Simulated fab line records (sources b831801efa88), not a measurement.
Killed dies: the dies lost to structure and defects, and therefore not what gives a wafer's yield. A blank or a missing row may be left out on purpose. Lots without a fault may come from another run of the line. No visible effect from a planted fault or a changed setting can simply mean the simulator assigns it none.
8D (eight disciplines) problem report, filled in by code ; flow gf180mcu ; the parts of the form that need people (team, actions taken, sign-off) are left out

## 1. WHAT WENT WRONG
Across 6 wafers from 2 lots, TOP_METAL_OVL at GF_TOP_METAL_OVL_MEAS_15 averages 42.3 nm, while fault-free wafers read 1.1 nm with a standard deviation of 1.4. Relative to the usual mean, that is a shift of +29 standard deviations.
First observed at day 32 05:21: wafer L457.1, on overlay-01. At this step, 42 wafers from 14 lots have a number in the record. By rule, "out" or "out of limits" means more than 4 standard deviations away from the usual mean. Any other wafer with a number is counted as sound.

## 2. WHAT IT IS; WHAT IT IS NOT
question;is;is not
which readings at this step;TOP_METAL_OVL;-
which lots;L457, L463;L445, L446, L447, L449, L450, L451, L452, L454, L455, L456, L460, L468
which wafers of those lots;all that have a number;-
read on which gauges;overlay-01, overlay-02;-
when;from day 32 05:21;"up to then (30 sound wafers); but 6 sound wafers of L460, L468 came after"

## 3. WHAT RULES OUT EACH SUSPECT
Counting: a tool at any process step up to the reading remains a suspect when it ran all the lots that are out and ran no sound lot after the first of those.
- the gauge at GF_TOP_METAL_OVL_MEAS_15 has been ruled out. 2 gauges (overlay-01, overlay-02) read the wafers that are out.
- iline stepper-02 at GF_TOP_METAL_EXPOSE_11 (exposes mask MetalTop, target cd 440 nm): kept. It processed each lot that is out, first L457 at day 31 21:00, and no sound lot thereafter; up to then, the last sound lot it processed was L456 at day 31 10:16.
After counting, what remains is iline stepper-02 at GF_TOP_METAL_EXPOSE_11.

## 4. THE CAUSE (what the simulator had put in)
Scanner matching overlay: iline stepper-02, from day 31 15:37 on, at GF_TOP_METAL_EXPOSE_11. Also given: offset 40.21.
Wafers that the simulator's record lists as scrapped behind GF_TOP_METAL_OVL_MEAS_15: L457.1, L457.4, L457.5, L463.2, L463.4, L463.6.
After counting, this tool was the only one left.

## 5. SEQUENCE OF EFFECTS, ordered by route
Each row: a reading whose mean over the struck wafers that have a number lies more than 3 standard deviations from the usual. Scope: only readings with a usual standard deviation given in the record; hours: median across lots of the time from each lot's start at the first step in this table that gives one to its start at this step; sigmas: change in usual standard deviations.
hours;step;reading;usual;on struck wafers;change;sigmas
0;GF_TOP_METAL_OVL_MEAS_15;TOP_METAL_OVL;1.1 nm;42.3;+41.2;+29

## 6. WHAT WOULD HAVE CAUGHT IT SOONER
The first out-of-limits reading at a measuring or inspecting step in this record came at day 32 05:21, 14 hours after the fault's start at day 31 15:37.
L463, from the lots that are out (2), started GF_TOP_METAL_EXPOSE_11 on iline stepper-02 later than day 32 05:21. A tool hold placed at that time would have kept it from harm.
